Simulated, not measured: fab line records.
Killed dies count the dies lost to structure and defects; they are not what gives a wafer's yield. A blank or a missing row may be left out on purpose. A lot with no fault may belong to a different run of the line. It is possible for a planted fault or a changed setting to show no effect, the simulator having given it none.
The tool behind it: which one? / flow sky130 / 12 lots, 36 wafers sampled, at 3 steps of a route of 708

WHAT EACH GAUGE READ, for each wafer
SKY_SONOS_TUNNEL_CD_MEAS_07: target cd 410 nm.
lot=L490; measured=day 11 06:28; on=cd sem-01; cd nm (nm)=410.5 413.1 413.8
lot=L491; measured=day 12 01:02; on=cd sem-01; cd nm (nm)=413.0 409.9 409.2
lot=L492; measured=day 12 09:34; on=cd sem-02; cd nm (nm)=410.5 413.2 408.6
lot=L493; measured=day 12 20:35; on=cd sem-02; cd nm (nm)=407.7 409.8 410.7
lot=L495; measured=day 13 01:22; on=cd sem-01; cd nm (nm)=413.0 414.3 410.8
lot=L494; measured=day 13 02:18; on=cd sem-01; cd nm (nm)=408.2 410.5 407.3
lot=L496; measured=day 13 13:04; on=cd sem-01; cd nm (nm)=408.2 407.7 409.0
lot=L500; measured=day 15 01:10; on=cd sem-02; cd nm (nm)=411.5 411.3 413.9
lot=L502; measured=day 15 14:17; on=cd sem-02; cd nm (nm)=409.8 409.1 408.5
lot=L503; measured=day 16 10:34; on=cd sem-01; cd nm (nm)=408.7 409.2 408.6
lot=L504; measured=day 16 16:43; on=cd sem-02; cd nm (nm)=412.9 410.8 413.0
lot=L505; measured=day 17 12:37; on=cd sem-01; cd nm (nm)=409.6 407.2 410.3

SKY_POLY_GATE_CD_MEAS_13: target cd 150 nm.
lot=L490; measured=day 16 05:03; on=cd sem-02; cd nm (nm)=150.3 151.1 149.9
lot=L491; measured=day 17 02:06; on=cd sem-01; cd nm (nm)=151.2 151.3 152.0
lot=L492; measured=day 17 11:47; on=cd sem-02; cd nm (nm)=149.8 149.4 149.6
lot=L493; measured=day 18 04:10; on=cd sem-02; cd nm (nm)=147.8 146.9 146.7
lot=L495; measured=day 18 04:28; on=cd sem-02; cd nm (nm)=149.9 150.6 151.9
lot=L494; measured=day 18 12:56; on=cd sem-02; cd nm (nm)=148.7 148.9 148.8
lot=L496; measured=day 18 22:46; on=cd sem-02; cd nm (nm)=151.0 151.2 150.5
lot=L500; measured=day 20 11:07; on=cd sem-01; cd nm (nm)=149.3 147.8 148.9
lot=L502; measured=day 21 02:39; on=cd sem-01; cd nm (nm)=151.0 152.3 151.3
lot=L503; measured=day 22 02:30; on=cd sem-01; cd nm (nm)=150.0 150.6 149.6
lot=L504; measured=day 22 12:46; on=cd sem-02; cd nm (nm)=148.3 149.0 149.3
lot=L505; measured=day 23 07:26; on=cd sem-01; cd nm (nm)=150.5 150.2 150.0

TOOL THAT RAN EACH LOT (tool first, then ch and the chambers of the sampled wafers, then the start)
lot=L490; SKY_SONOS_ONO_ETCH_15=rie diel-04 ch 0,1,2, day 12 13:32
lot=L491; SKY_SONOS_ONO_ETCH_15=rie diel-03 ch 1,2,3, day 13 08:38
lot=L492; SKY_SONOS_ONO_ETCH_15=rie diel-01 ch 0,1,2, day 13 15:34
lot=L493; SKY_SONOS_ONO_ETCH_15=rie diel-04 ch 1,2,3, day 14 05:20
lot=L495; SKY_SONOS_ONO_ETCH_15=rie diel-04 ch 1,2,3, day 14 07:23
lot=L494; SKY_SONOS_ONO_ETCH_15=rie diel-04 ch 1,2,3, day 14 13:17
lot=L496; SKY_SONOS_ONO_ETCH_15=rie diel-04 ch 0,1,3, day 14 22:50
lot=L500; SKY_SONOS_ONO_ETCH_15=rie diel-03 ch 0,1, day 16 08:59
lot=L502; SKY_SONOS_ONO_ETCH_15=rie diel-01 ch 0,1, day 17 01:55
lot=L503; SKY_SONOS_ONO_ETCH_15=rie diel-01 ch 1,2,3, day 17 23:18
lot=L504; SKY_SONOS_ONO_ETCH_15=rie diel-01 ch 0,1,3, day 18 04:34
lot=L505; SKY_SONOS_ONO_ETCH_15=rie diel-04 ch 0,2,3, day 18 22:34
- SKY_SONOS_ONO_ETCH_15: etches the open film in CHF3/O2, target depth 19.52 nm, time 7.8 s.

WHAT THE TOOLS THEMSELVES READ (means of the sampled wafers that have a number; where no wafer has one, the mark that the record gives instead)
SKY_SONOS_ONO_ETCH_15.
lot=L490; tool=rie diel-04; chf3 flow sccm (sccm)=50.05; drypump motor current A (A)=5.3; oes product au (a.u.)=0.978; throttle valve pct (%)=8.818
lot=L491; tool=rie diel-03; chf3 flow sccm (sccm)=50.08; drypump motor current A (A)=6.0; oes product au (a.u.)=1.007; throttle valve pct (%)=8.824
lot=L492; tool=rie diel-01; chf3 flow sccm (sccm)=50.03; drypump motor current A (A)=5.5; oes product au (a.u.)=0.995; throttle valve pct (%)=8.822
lot=L493; tool=rie diel-04; chf3 flow sccm (sccm)=49.98; drypump motor current A (A)=5.8; oes product au (a.u.)=0.992; throttle valve pct (%)=8.821
lot=L495; tool=rie diel-04; chf3 flow sccm (sccm)=49.99; drypump motor current A (A)=5.8; oes product au (a.u.)=0.994; throttle valve pct (%)=8.825
lot=L494; tool=rie diel-04; chf3 flow sccm (sccm)=50.12; drypump motor current A (A)=5.8; oes product au (a.u.)=0.994; throttle valve pct (%)=8.824
lot=L496; tool=rie diel-04; chf3 flow sccm (sccm)=49.97; drypump motor current A (A)=5.7; oes product au (a.u.)=1.002; throttle valve pct (%)=8.824
lot=L500; tool=rie diel-03; chf3 flow sccm (sccm)=49.94; drypump motor current A (A)=5.5; oes product au (a.u.)=1.000; throttle valve pct (%)=8.816
lot=L502; tool=rie diel-01; chf3 flow sccm (sccm)=50.10; drypump motor current A (A)=5.1; oes product au (a.u.)=1.004; throttle valve pct (%)=8.822
lot=L503; tool=rie diel-01; chf3 flow sccm (sccm)=49.96; drypump motor current A (A)=5.4; oes product au (a.u.)=0.992; throttle valve pct (%)=8.822
lot=L504; tool=rie diel-01; chf3 flow sccm (sccm)=50.00; drypump motor current A (A)=5.2; oes product au (a.u.)=0.997; throttle valve pct (%)=8.816
lot=L505; tool=rie diel-04; chf3 flow sccm (sccm)=49.99; drypump motor current A (A)=5.8; oes product au (a.u.)=1.002; throttle valve pct (%)=8.814

THE ANSWER, worked out from the rows above alone
Rule: what is usual is taken from the lots themselves. The widest of any qualifying gaps counts: lots, ordered by their means at a reading, are off when they make up no more than a third of the lots, leave a main group of 4 or more, and stand apart from it by 3 or more times the standard deviation of that group's means. Not used: any main group whose means are identical at the precision the tables above print for the reading. A lot without any number at a reading at which 4 lots or more have one is off too. All remaining lots with rows at the step are treated as sound. After the gauges, taken in route order, come the tools' own readings; for these a lot's mean is taken, as printed above. At the first step where some lot is off, the reading lying furthest off is the one used; lots without a number count as furthest.
None of the lots is off at any reading shown; this tells nothing.

WHAT WAS PUT IN BY THE SIMULATOR
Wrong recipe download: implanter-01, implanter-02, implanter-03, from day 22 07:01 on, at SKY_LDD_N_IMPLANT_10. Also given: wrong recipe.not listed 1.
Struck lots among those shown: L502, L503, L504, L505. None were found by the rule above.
